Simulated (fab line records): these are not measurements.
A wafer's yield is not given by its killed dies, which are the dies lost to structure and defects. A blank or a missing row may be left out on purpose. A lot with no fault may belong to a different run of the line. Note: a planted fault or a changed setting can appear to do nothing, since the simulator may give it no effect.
What tool caused it? | flow gf180mcu | 18 wafers from 6 lots sampled at 4 of the route's 602 steps

== WHAT EACH GAUGE READ, for each wafer ==
GF_V4_THK_MEAS_01.
lot  | measured     | on            | V4_CVD_00_THK (nm)
L599 | day 24 00:23 | film-metro-04 | 602 603 605
L603 | day 25 13:11 | film-metro-02 | 590 588 594
L606 | day 26 08:56 | film-metro-04 | 607 605 595
L610 | day 27 17:12 | film-metro-02 | 620 616 611
L617 | day 30 04:10 | film-metro-03 | 913 904 911
L620 | day 30 13:18 | film-metro-03 | 607 595 617

== WHICH TOOL RAN EACH LOT (tool, then ch and the chambers of the sampled wafers, then the start) ==
lot  | GF_V3_SPUTTER_22             | GF_M4_SPUTTER_03             | GF_V4_CVD_00
L599 | pvd-sputter-04, day 22 23:58 | pvd-sputter-01, day 23 00:46 | hdpcvd-01 ch 0,2, day 24 00:19
L603 | pvd-sputter-02, day 24 14:13 | pvd-sputter-04, day 24 15:01 | hdpcvd-01 ch 0,2, day 25 13:07
L606 | pvd-sputter-04, day 25 10:50 | pvd-sputter-03, day 25 11:37 | hdpcvd-01 ch 0,1,2, day 26 08:51
L610 | pvd-sputter-02, day 26 18:50 | pvd-sputter-01, day 26 19:37 | hdpcvd-01 ch 1,2, day 27 17:08
L617 | pvd-sputter-02, day 29 07:44 | pvd-sputter-04, day 29 08:32 | hdpcvd-01 ch 1,2, day 30 04:06
L620 | pvd-sputter-04, day 29 17:32 | pvd-sputter-01, day 29 18:20 | hdpcvd-02 ch 1,2, day 30 13:13
- GF_V3_SPUTTER_22: material TiN, target thk 10 nm, time 40 s.
- GF_M4_SPUTTER_03: material Ti, target thk 10 nm, time 6.7 s.
- GF_V4_CVD_00: deposits SiO2, target thk 600 nm, time 100 s.

== THE ANSWER, worked out from the rows above alone ==
Rule: the usual values come from the lots themselves. The widest of any qualifying gaps counts: lots, ordered by their means at a reading, are off when they make up no more than a third of the lots, leave a main group of 4 or more, and stand apart from it by 3 or more times the standard deviation of that group's means. A main group whose means are all the same, to the digits that the tables above print for the reading, isn't used. Also off: a lot with no number at a reading for which 4 or more lots have one. The other lots that the step has rows for count as sound.
Off: at GF_V4_THK_MEAS_01 (V4_CVD_00_THK), L617. The main group has a mean of 604 nm with a standard deviation of 8.
If a tool, at a process step before that reading, ran all the lots that are off and no sound lot after the first of them, it fits. Gauges at GF_V4_THK_MEAS_01: tried the same way as those tools. Can't be told from this: 3 tools fit, pvd-sputter-02 at GF_V3_SPUTTER_22, pvd-sputter-04 at GF_M4_SPUTTER_03, hdpcvd-01 at GF_V4_CVD_00.

== WHAT WAS PUT IN BY THE SIMULATOR ==
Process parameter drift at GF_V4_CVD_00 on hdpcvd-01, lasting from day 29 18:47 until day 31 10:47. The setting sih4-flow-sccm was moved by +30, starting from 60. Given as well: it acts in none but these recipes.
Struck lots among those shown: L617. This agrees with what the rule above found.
